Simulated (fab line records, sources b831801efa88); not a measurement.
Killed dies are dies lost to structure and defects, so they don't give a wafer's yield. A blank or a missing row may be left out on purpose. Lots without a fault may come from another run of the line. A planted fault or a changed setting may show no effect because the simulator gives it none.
A struck lot beside a sound one | flow sky130 | 14 steps out of a route of 708
Sound: wafers L955.2, L955.5, L955.6. Struck: wafers L960.2, L960.4, L960.5. The cause comes at the end.
At each step with rows: each side's tool, then ch and its chambers, then its first start. Under that, the readings that differ: sound wafers | struck wafers | difference of the means | sigmas: that difference in standard deviations of wafers without a fault.
alike: readings whose means differ by less than 2 such deviations, and words and numbers that are the same on both sides. not compared: withheld readings, readings that some wafer has no value for, bounds like >300 that may hide the same value, and numbers for which the record gives no deviation and whose values overlap.
The two part at a step that has a row with sigmas, a row that says differs or no value, or rows on one side only. Numbers that don't overlap but have no deviation are shown without sigmas and don't part them. A reading that every wafer of one side lacks parts them only if that side has two wafers or more.

first, 2 steps without rows for these wafers: SKY_SALICIDE_CLEAN_00 (cleans in HF-last, time 30 s); SKY_LI_CONTACT_HDPCVD_00 (deposits PSG, target thk 930 nm, time 155 s).
SKY_LI_CONTACT_THK_MEAS_01:
  sound on film_metro-04, day 30 12:55; struck on film_metro-04, day 32 03:10
  alike: LI_CONTACT_HDPCVD_THK
SKY_LI_CONTACT_CMP_02: polishes PSG.
  sound on cmp-02 ch 1,2,3, day 30 13:04; struck on cmp-01 ch 1,2,3, day 32 03:16
  alike: head_pressure_psi, motor_current_A, time_to_endpoint_s
SKY_LI_CONTACT_BOW_MEAS_03:
  sound on film_metro-03, day 30 13:17; struck on film_metro-01, day 32 03:32
  alike: LI_CONTACT_BOW
then, 7 steps without rows for these wafers: SKY_LI_CONTACT_DEHYDRATE_04 (time 60 s); SKY_LI_CONTACT_HMDS_05 (prime time 60 s); SKY_LI_CONTACT_COAT_06 (resist thk 60 nm); SKY_LI_CONTACT_COAT_07 (resist thk 450 nm); SKY_LI_CONTACT_SOFTBAKE_08 (time 90 s); SKY_LI_CONTACT_EXPOSE_09 (exposes mask LICM1, target cd 170 nm); SKY_LI_CONTACT_PEB_10.
SKY_LI_CONTACT_DEVELOP_11: develop time 60 s.
  sound on litho_track-04 ch 0, day 31 17:00; struck on litho_track-04, day 33 06:00
  no value came back on the struck wafers for chill_plate_temp_C (C), develop_time_s (s); on the sound wafers chill_plate_temp_C (C) reads 22.99 23.01 23.07
  reading                                           | sound             | struck            | difference | sigmas
  model.KrF-thick_of_LI_CONTACT_COAT_07.thk_nm (nm) | 438.7 437.1 439.2 | 452.1 452.4 453.7 | +14.4      |
SKY_LI_CONTACT_CD_MEAS_12: target cd 170 nm.
  sound on cd_sem-02, day 31 17:39; struck on cd_sem-01, day 33 06:48
  reading    | sound             | struck | difference                    | sigmas
  cd_nm (nm) | 167.2 168.7 166.5 | - - -  | no value on the struck wafers |

WHERE THEY PART
First at SKY_LI_CONTACT_DEVELOP_11; last, within this record, at SKY_LI_CONTACT_CD_MEAS_12.

WHY: what the simulator had put in
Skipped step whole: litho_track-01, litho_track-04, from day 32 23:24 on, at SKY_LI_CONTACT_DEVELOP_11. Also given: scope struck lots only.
